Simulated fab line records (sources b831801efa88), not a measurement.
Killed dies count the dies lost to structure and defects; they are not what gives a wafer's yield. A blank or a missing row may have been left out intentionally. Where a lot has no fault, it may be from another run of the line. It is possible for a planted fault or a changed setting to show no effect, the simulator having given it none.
Problem report in the 8D (eight disciplines) form, filled by code :: flow sky130 :: the parts of the form that need people (team, actions taken, sign-off) are left out

1. WHAT WENT WRONG
LDD_N_TW at SKY_LDD_N_TW_MEAS_17 reads a mean of 2861 on 9 wafers of 3 lots; wafers without a fault read 2594 with a standard deviation of 16. Relative to the usual mean, that is a shift of +17 standard deviations.
Seen first at day 24 02:36 on film metro-04, wafer L141.1. At this step, 36 wafers from 12 lots have a number in the record. The rule behind "out" and "out of limits": a value lying over 4 standard deviations away from the usual mean. Any other wafer with a number is counted as sound.

2. WHAT THIS IS AND IS NOT
question: which readings at this step
is: LDD_N_TW
is not: -

question: which lots
is: L141, L142, L144
is not: L125, L127, L129, L130, L131, L132, L134, L135, L136

question: which wafers of those lots
is: all that have a number
is not: -

question: read on which gauges
is: film metro-04
is not: film metro-01, film metro-02

question: when
is: from day 24 02:36
is not: up to then (27 sound wafers)

3. SUSPECTS, AND WHAT RULES EACH OUT
Counting: a tool at a process step up to the reading stays a suspect if it ran every lot that is out and no sound lot after the first of them.
- the gauge at SKY_LDD_N_TW_MEAS_17 is ruled out. All the wafers that are out were read on film metro-04, but those of them that SKY_LDD_N_IMPLANT_10 has rows for are out there too, on other tools.
- implanter-01 at SKY_LDD_N_IMPLANT_10: kept. All lots that are out passed through it, beginning with L141 at day 24 01:36, and no sound lot followed; its final sound lot before that point was L135 at day 22 16:13. Its own readings are out on those wafers: beam on s, dose ions cm2, faraday current uA.
After counting, what remains is implanter-01 at SKY_LDD_N_IMPLANT_10.

4. THE CAUSE (what the simulator had put in)
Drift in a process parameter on implanter-01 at SKY_LDD_N_IMPLANT_10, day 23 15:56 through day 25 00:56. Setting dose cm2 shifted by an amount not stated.
This tool alone remained once counting was done.

5. THE CHAIN OF EFFECTS, in route order
Each row: a reading where the mean over the struck wafers with a number is more than 3 standard deviations away from the usual. Only readings for which the record gives a usual standard deviation are gone through. hours: the time from each lot's start at the first step in this table that gives one to its start at this step, as a median over the lots. sigmas: the change in usual standard deviations.
hours: 0
step: SKY_LDD_N_IMPLANT_10
reading: beam on s
usual: 10.01 s
on struck wafers: 34.31
change: +24.30
sigmas: +99 or more

hours: 0
step: SKY_LDD_N_IMPLANT_10
reading: dose ions cm2
usual: 7.5e+13
on struck wafers: 3.4e+14
change: +2.6e+14
sigmas: +99 or more

hours: 0
step: SKY_LDD_N_IMPLANT_10
reading: faraday current uA
usual: 422
on struck wafers: 554
change: +132
sigmas: +16

hours: 1
step: SKY_LDD_N_STRIP_16
reading: strip time to endpoint s
usual: 4.312 s
on struck wafers: 4.983
change: +0.671
sigmas: +45

hours: 1
step: SKY_LDD_N_TW_MEAS_17
reading: LDD_N_TW
usual: 2594
on struck wafers: 2861
change: +267
sigmas: +17
The process steps in it:
- SKY_LDD_N_IMPLANT_10
- SKY_LDD_N_STRIP_16: strips in O2/N2.
Later steps that measure or inspect, where all struck wafers having a row at the step show a number for every such reading and not one has moved that far: SKY_LDD_P_OVL_MEAS_08.

6. WHAT WOULD HAVE CAUGHT IT SOONER
Counted from the fault's start at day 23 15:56, it took 11 hours until the first out-of-limits reading at a measuring or inspecting step in this record, taken at day 24 02:36.
At SKY_LDD_N_IMPLANT_10, the tool's own readings (beam on s, dose ions cm2, faraday current uA) were out on each struck wafer the step has a row for, so an alarm limit on them would have fired on the first such wafer.
Lots out: 3; of these, L142, L144 started SKY_LDD_N_IMPLANT_10 on implanter-01 after day 24 02:36. A hold on the tool at that time would have spared those 2.
